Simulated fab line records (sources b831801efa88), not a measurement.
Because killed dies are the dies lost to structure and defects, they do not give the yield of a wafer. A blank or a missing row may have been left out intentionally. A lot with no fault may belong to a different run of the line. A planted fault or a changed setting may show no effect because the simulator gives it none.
Matching of chambers ; flow sky130 ; cmp-01 running SKY_LI_CONTACT_CMP_24: 4 sister chambers
The step polishes, stops on PSG, t overpolish 20 s, target thk 0 nm. 22 wafers are shown with their chamber, then 11 later ones without.

EACH WAFER AND ITS CHAMBER
wafer;chamber;motorCurrentA (A);overpolishRunS (s);platenRpm (rpm)
L074.2;0;10.4;20.000;60.00
L074.3;3;9.2;20.000;60.00
L074.4;1;13.1;19.999;60.09
L083.4;1;14.2;19.992;60.05
L083.5;1;13.2;20.009;60.07
L083.6;2;11.0;19.993;59.96
L085.2;2;11.7;19.988;60.01
L085.4;0;10.6;19.985;60.02
L085.6;3;9.5;20.013;59.89
L086.1;2;10.9;20.002;59.96
L086.3;0;10.8;19.998;59.95
L086.4;1;13.8;20.024;59.95
L088.3;3;8.9;20.003;59.97
L088.5;3;9.4;19.992;59.97
L088.6;2;11.6;19.982;59.98
L090.1;0;10.0;19.995;60.11
L090.3;3;9.3;19.992;60.01
L090.4;2;10.9;20.006;60.03
L089.1;1;13.8;19.993;59.94
L089.3;0;10.9;19.985;59.94
L089.6;1;13.6;20.009;60.03
L092.4;0;10.0;20.009;60.03

SIGNATURES (means of the wafers above)
reading;chamber 0;chamber 1;chamber 2;chamber 3;scatter within a chamber
motorCurrentA;10.450;13.617;11.220;9.260;0.368
overpolishRunS;19.99533;20.00433;19.99420;20.00000;0.0102
platenRpm;60.0083;60.0217;59.9880;59.9680;0.0535
Rule: distance of a wafer from a chamber = root of the sum over the readings of ((wafer's reading minus chamber's mean) / reading's scatter) squared. If the next closest chamber is less than 2 further off than the closest, the wafer can't be placed; otherwise it belongs to the closest. The scatter: the root of (the sum of the squares of (reading less its chamber's mean) over the shown wafers, divided by (wafers less chambers)).

WAFERS MISSING THEIR CHAMBER
wafer;motorCurrentA (A);overpolishRunS (s);platenRpm (rpm)
L092.5;9.2;19.982;59.98
L092.6;11.4;19.997;60.04
L093.2;13.7;19.997;60.07
L093.5;11.9;20.002;60.06
L093.6;9.1;19.990;59.99
L095.1;9.0;19.985;59.97
L095.2;10.5;19.989;59.96
L095.5;10.8;20.009;60.02
L096.1;10.5;19.992;59.99
L096.3;13.7;19.986;59.90
L096.4;11.9;20.002;60.01

WHICH CHAMBER EACH WENT THROUGH
wafer;from the rows above;in truth
L092.5;can't be placed: 3 or 0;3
L092.6;can't be placed: 2 or 0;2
L093.2;1;1
L093.5;can't be placed: 2 or 0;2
L093.6;3;3
L095.1;3;3
L095.2;can't be placed: 0 or 2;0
L095.5;can't be placed: 0 or 2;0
L096.1;can't be placed: 0 or 2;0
L096.3;1;1
L096.4;can't be placed: 2 or 0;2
Placed correctly: 4 of 11. From these rows, 7 cannot be placed; in 7 the true chamber is one of the candidates. Wrongly placed: 0.
